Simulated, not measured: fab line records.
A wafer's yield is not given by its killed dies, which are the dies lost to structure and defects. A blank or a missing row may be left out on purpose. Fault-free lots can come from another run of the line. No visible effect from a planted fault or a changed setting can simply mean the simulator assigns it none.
Struck lot and sound lot, side by side | flow gf180mcu | 16 steps out of a route of 602
Sound: these wafers, L798.2, L798.4, L798.5. Struck: wafers L788.1, L788.2, L788.4. The cause is given at the end.
For every step that has rows: the tool of each side, followed by ch and its chambers, followed by its first start. Under that, the readings that differ: sound wafers | struck wafers | difference of the means | sigmas: that difference in standard deviations of wafers without a fault.
alike: same words and numbers on both sides, and readings whose means sit less than 2 such deviations apart. not compared: any withheld reading, any reading some wafer has no value for, any bound like >300 that may hide the same value, and any number with overlapping values for which the record gives no deviation.
A row with sigmas, a row that says differs or no value, or rows on one side alone: a step with any of these is where the two part. When numbers do not overlap yet have no deviation, they are printed without sigmas and do not part them. Lack of a reading on every wafer of one side parts them only where that side has two or more wafers.

first, 1 step without rows for these wafers: GF_HV_LDD_IMPLANT_36.
GF_HV_LDD_STRIP_37: strips in O2/N2.
  sound on plasma_asher-04 ch 0,1, day 18 10:27; struck on plasma_asher-04 ch 0,1, day 15 05:17
  alike: drypump_motor_current_A, heater_power_w, oes_product_au, strip_time_to_endpoint_s
  not compared: rf_hours_counter_h
GF_HV_LDD_TW_MEAS_38:
  sound on film_metro-04 at day 18 10:34; struck on film_metro-01 at day 15 05:23
  reading     | sound          | struck         | difference | sigmas
  HV_LDD_3_TW | 1448 1446 1439 | 1421 1424 1422 | -22        | -2
then, 7 steps without rows for these wafers: GF_HV_LDD_DEHYDRATE_39 (time 60 s); GF_HV_LDD_HMDS_40 (prime time 60 s); GF_HV_LDD_COAT_41 (resist thk 1000 nm); GF_HV_LDD_SOFTBAKE_42 (time 60 s); GF_HV_LDD_EXPOSE_43 (exposes mask Pplus HV AREA, target cd 400 nm); GF_HV_LDD_PEB_44; GF_HV_LDD_DEVELOP_45 (develop time 60 s).
GF_HV_LDD_CD_MEAS_46: the cd target is 400 nm.
  sound on cd_sem-01 at day 19 10:55; struck on cd_sem-02 at day 16 02:51
  alike: cd_nm
GF_HV_LDD_OVL_MEAS_47:
  sound on overlay-01 at day 19 11:01; struck on overlay-01 at day 16 02:58
  alike: HV_LDD_03_OVL
GF_HV_LDD_IMPLANT_48:
  sound on implanter-02 ch 0, day 19 11:04; struck on implanter-02, day 16 03:00
  no value came back on the struck wafers for beam_energy_keV, beam_on_s (s); on the sound wafers beam_energy_keV reads 25.003 25.012 24.992
GF_HV_LDD_STRIP_49: strips in O2/N2.
  sound on plasma_asher-04 ch 0,1, day 19 11:11; struck on plasma_asher-04 ch 0,1, day 16 03:09
  alike: drypump_motor_current_A, heater_power_w, oes_product_au, strip_time_to_endpoint_s
  not compared: rf_hours_counter_h
GF_HV_LDD_TW_MEAS_50:
  sound on film_metro-02 at day 19 11:18; struck on film_metro-04 at day 16 03:15
  reading     | sound       | struck   | difference | sigmas
  HV_LDD_4_TW | 573 577 571 | 30 30 30 | -544       | -99 or more
then, 1 step without rows for these wafers: GF_HV_LDD_CLEAN_51 (cleans in SC1/SC2, time 150 s).

== WHERE THEY PART ==
Last at GF_HV_LDD_TW_MEAS_50 as far as this record goes, first at GF_HV_LDD_TW_MEAS_38.

WHY: what had been put in by the simulator
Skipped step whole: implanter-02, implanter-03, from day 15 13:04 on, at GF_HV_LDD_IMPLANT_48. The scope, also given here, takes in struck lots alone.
